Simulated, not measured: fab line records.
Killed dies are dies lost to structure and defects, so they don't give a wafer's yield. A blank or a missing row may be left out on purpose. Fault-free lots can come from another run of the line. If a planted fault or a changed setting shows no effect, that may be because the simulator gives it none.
Which tool was responsible? :: flow sfq line :: 13 lots with 39 wafers sampled at 2 steps, on a route of 325 steps

## WHAT THE GAUGES SHOWED, per wafer
SFQ_M4_RS_MEAS_924: measures by four-point-probe. Usual: for M4_NB_RS the level is 0.895 ohm/sq and the standard deviation is 0.0088.
lot: L323
measured: day 46 21:16
on: film metro-04
M4_NB_RS (ohm/sq): 0.890 0.892 0.901
flag: 

lot: L326
measured: day 47 23:35
on: film metro-04
M4_NB_RS (ohm/sq): 0.910 0.914 0.918
flag: 

lot: L327
measured: day 49 13:25
on: film metro-03
M4_NB_RS (ohm/sq): 0.893 0.896 0.897
flag: 

lot: L328
measured: day 49 14:34
on: film metro-01
M4_NB_RS (ohm/sq): 0.893 0.891 0.897
flag: 

lot: L330
measured: day 50 18:48
on: film metro-03
M4_NB_RS (ohm/sq): 0.900 0.907 0.900
flag: 

lot: L332
measured: day 51 01:20
on: film metro-01
M4_NB_RS (ohm/sq): 0.885 0.888 0.886
flag: 

lot: L334
measured: day 51 17:16
on: film metro-01
M4_NB_RS (ohm/sq): 0.900 0.897 0.896
flag: 

lot: L337
measured: day 52 16:01
on: film metro-04
M4_NB_RS (ohm/sq): 0.901 0.899 0.662
flag: OFF

lot: L339
measured: day 53 17:49
on: film metro-03
M4_NB_RS (ohm/sq): 0.889 0.885 0.883
flag: 

lot: L343
measured: day 57 14:37
on: film metro-04
M4_NB_RS (ohm/sq): 0.891 0.893 0.897
flag: 

lot: L344
measured: day 62 21:59
on: film metro-04
M4_NB_RS (ohm/sq): 0.898 0.904 0.894
flag: 

lot: L345
measured: day 62 23:12
on: film metro-03
M4_NB_RS (ohm/sq): 0.888 0.885 0.886
flag: 

lot: L346
measured: day 63 02:48
on: film metro-04
M4_NB_RS (ohm/sq): 0.889 0.890 0.890
flag: 

## WHICH TOOL RAN EACH LOT (tool, then ch and the chambers of the sampled wafers, then the start)
lot: L323
SFQ_TRILAYER_M4_DEP_SPUTTER_091: pvd sputter-06, day 46 21:07

lot: L326
SFQ_TRILAYER_M4_DEP_SPUTTER_091: pvd sputter-06, day 47 23:29

lot: L327
SFQ_TRILAYER_M4_DEP_SPUTTER_091: pvd sputter-06, day 49 13:17

lot: L328
SFQ_TRILAYER_M4_DEP_SPUTTER_091: pvd sputter-04, day 49 14:28

lot: L330
SFQ_TRILAYER_M4_DEP_SPUTTER_091: pvd sputter-04, day 50 18:43

lot: L332
SFQ_TRILAYER_M4_DEP_SPUTTER_091: pvd sputter-04, day 51 01:13

lot: L334
SFQ_TRILAYER_M4_DEP_SPUTTER_091: pvd sputter-04, day 51 17:08

lot: L337
SFQ_TRILAYER_M4_DEP_SPUTTER_091: pvd sputter-04, day 52 15:55

lot: L339
SFQ_TRILAYER_M4_DEP_SPUTTER_091: pvd sputter-05, day 53 17:41

lot: L343
SFQ_TRILAYER_M4_DEP_SPUTTER_091: pvd sputter-05, day 57 14:31

lot: L344
SFQ_TRILAYER_M4_DEP_SPUTTER_091: pvd sputter-04, day 62 21:53

lot: L345
SFQ_TRILAYER_M4_DEP_SPUTTER_091: pvd sputter-06, day 62 23:05

lot: L346
SFQ_TRILAYER_M4_DEP_SPUTTER_091: pvd sputter-04, day 63 02:41
- SFQ_TRILAYER_M4_DEP_SPUTTER_091: material Nb, target thk 200 nm, time 133.3 s.

## AS READ BY THE TOOLS THEMSELVES (means over the sampled wafers that have a number; for cases with no such wafer, the mark the record gives instead)
SFQ_TRILAYER_M4_DEP_SPUTTER_091. Usual: throttle valve pct 30.1 %, standard deviation 0.79.
lot: L323
tool: pvd sputter-06
throttle valve pct (%): 30.0
flag: 

lot: L326
tool: pvd sputter-06
throttle valve pct (%): 29.8
flag: 

lot: L327
tool: pvd sputter-06
throttle valve pct (%): 29.9
flag: 

lot: L328
tool: pvd sputter-04
throttle valve pct (%): 30.7
flag: 

lot: L330
tool: pvd sputter-04
throttle valve pct (%): 30.5
flag: 

lot: L332
tool: pvd sputter-04
throttle valve pct (%): 30.5
flag: 

lot: L334
tool: pvd sputter-04
throttle valve pct (%): 30.0
flag: 

lot: L337
tool: pvd sputter-04
throttle valve pct (%): 31.6
flag: 

lot: L339
tool: pvd sputter-05
throttle valve pct (%): 30.1
flag: 

lot: L343
tool: pvd sputter-05
throttle valve pct (%): 29.6
flag: 

lot: L344
tool: pvd sputter-04
throttle valve pct (%): 30.0
flag: 

lot: L345
tool: pvd sputter-06
throttle valve pct (%): 30.3
flag: 

lot: L346
tool: pvd sputter-04
throttle valve pct (%): 30.8
flag: 

## THE ANSWER, worked out from the rows above alone
Rule: lot off if the mean of its wafers having a number is beyond 3 standard deviations from the usual mean. Also off: a lot with no number at a reading for which 4 or more lots have one. Any other lot the step has rows for is counted as sound. The gauges are gone through in route order, then the tools' own readings, and for those a lot's mean is taken as printed above. At the first step where some lot is off, the reading lying furthest off is the one used; lots without a number count as furthest.
Off: L337, seen at SFQ_M4_RS_MEAS_924 (M4_NB_RS).
If a tool, at a process step before that reading, ran all the lots that are off and no sound lot after the first of them, it fits. Those tools and the gauges at SFQ_M4_RS_MEAS_924 are tried in the same way. None of those tried fits.

## WHAT THE SIMULATOR PUT IN
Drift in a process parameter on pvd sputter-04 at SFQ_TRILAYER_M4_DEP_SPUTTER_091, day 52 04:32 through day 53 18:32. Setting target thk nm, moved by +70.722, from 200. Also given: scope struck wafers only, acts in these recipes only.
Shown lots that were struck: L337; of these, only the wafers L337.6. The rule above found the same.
